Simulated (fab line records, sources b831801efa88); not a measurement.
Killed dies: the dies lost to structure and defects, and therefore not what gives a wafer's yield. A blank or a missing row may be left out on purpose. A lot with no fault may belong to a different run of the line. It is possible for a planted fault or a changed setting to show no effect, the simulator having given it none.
Struck lot and sound lot, side by side / flow sky130 / 14 out of 708 route steps
Sound: these wafers, L559.2, L559.3, L559.4. Struck: wafers L570.2, L570.4, L570.6. Last of all comes the cause.
For every step that has rows: the tool of each side, followed by ch and its chambers, followed by its first start. Under that, the readings that differ: sound wafers / struck wafers / difference of the means / sigmas: that difference in standard deviations of wafers without a fault.
alike: words and numbers the same on both sides, and readings whose means are apart by under 2 such deviations; not compared: readings that were withheld, readings missing a value for some wafer, numbers with overlapping values and no deviation given by the record, and bounds like >300 which may hide the same value.
A row with sigmas, a row that says differs or no value, or rows on one side alone: a step with any of these is where the two part. Numbers that don't overlap but have no deviation are shown without sigmas and don't part them. A reading missing from all wafers of one side parts the sides only when that side holds two or more wafers.

first, 8 steps without rows for these wafers: SKY_METAL1_DEHYDRATE_07 (time 60 s); SKY_METAL1_HMDS_08 (prime time 60 s); SKY_METAL1_COAT_09 (resist thk 60 nm); SKY_METAL1_COAT_10 (resist thk 450 nm); SKY_METAL1_SOFTBAKE_11 (time 90 s); SKY_METAL1_EXPOSE_12 (exposes mask MM1, target cd 140 nm); SKY_METAL1_PEB_13; SKY_METAL1_DEVELOP_14 (develop time 60 s).
SKY_METAL1_CD_MEAS_15: the cd target is 140 nm.
  sound: cd_sem-02 at day 32 14:01; struck: cd_sem-01 at day 36 14:40
  alike: cd_nm
SKY_METAL1_OVL_MEAS_16:
  sound: overlay-02 at day 32 14:07; struck: overlay-01 at day 36 14:46
  alike: METAL1_OVL
SKY_METAL1_DESCUM_17: chemistry O2, time 8 s.
  sound on rie_metal-03 ch 0,1, day 32 14:09; struck on rie_metal-03 ch 0, day 36 14:49
  alike: drypump_motor_current_A, oes_product_au
  not compared: rf_hours_counter_h
SKY_METAL1_ETCH_18: etches BARC in N2/H2, stops on SiO2, time 45.9 s, target depth 60 nm.
  sound on rie_metal-03 ch 0,1, day 32 14:11; struck on rie_metal-03 ch 0, day 36 14:53
  alike: drypump_motor_current_A, oes_product_au, throttle_valve_pct
  not compared: rf_hours_counter_h
SKY_METAL1_METAL_ETCH_19: etches the open film in Cl2/BCl3, stops on SiO2, target depth 360 nm, time 78 s.
  sound on rie_metal-03 ch 0,1, day 32 14:14; struck on rie_metal-03 ch 0, day 36 15:01
reading=over_etch_frac; sound=0.3 0.3 0.3; struck=0.33283 0.33283 0.33283; difference=+0.03283; sigmas=
reading=model.KrF-thick_of_METAL1_COAT_10.thk_nm (nm); sound=156.1 157.3 159.7; struck=151 154.2 151.7; difference=-5; sigmas=
  alike: drypump_motor_current_A, oes_product_au, throttle_valve_pct
  not compared: rf_hours_counter_h
SKY_METAL1_STRIP_20: strips in O2/N2.
  sound on plasma_asher-03 ch 0,1, day 32 14:20; struck on plasma_asher-02 ch 0,1, day 36 15:10
  alike: drypump_motor_current_A, oes_product_au, strip_time_to_endpoint_s
  not compared: rf_hours_counter_h

## WHERE THEY PART
Nowhere in this record.

WHY: what the simulator had put in
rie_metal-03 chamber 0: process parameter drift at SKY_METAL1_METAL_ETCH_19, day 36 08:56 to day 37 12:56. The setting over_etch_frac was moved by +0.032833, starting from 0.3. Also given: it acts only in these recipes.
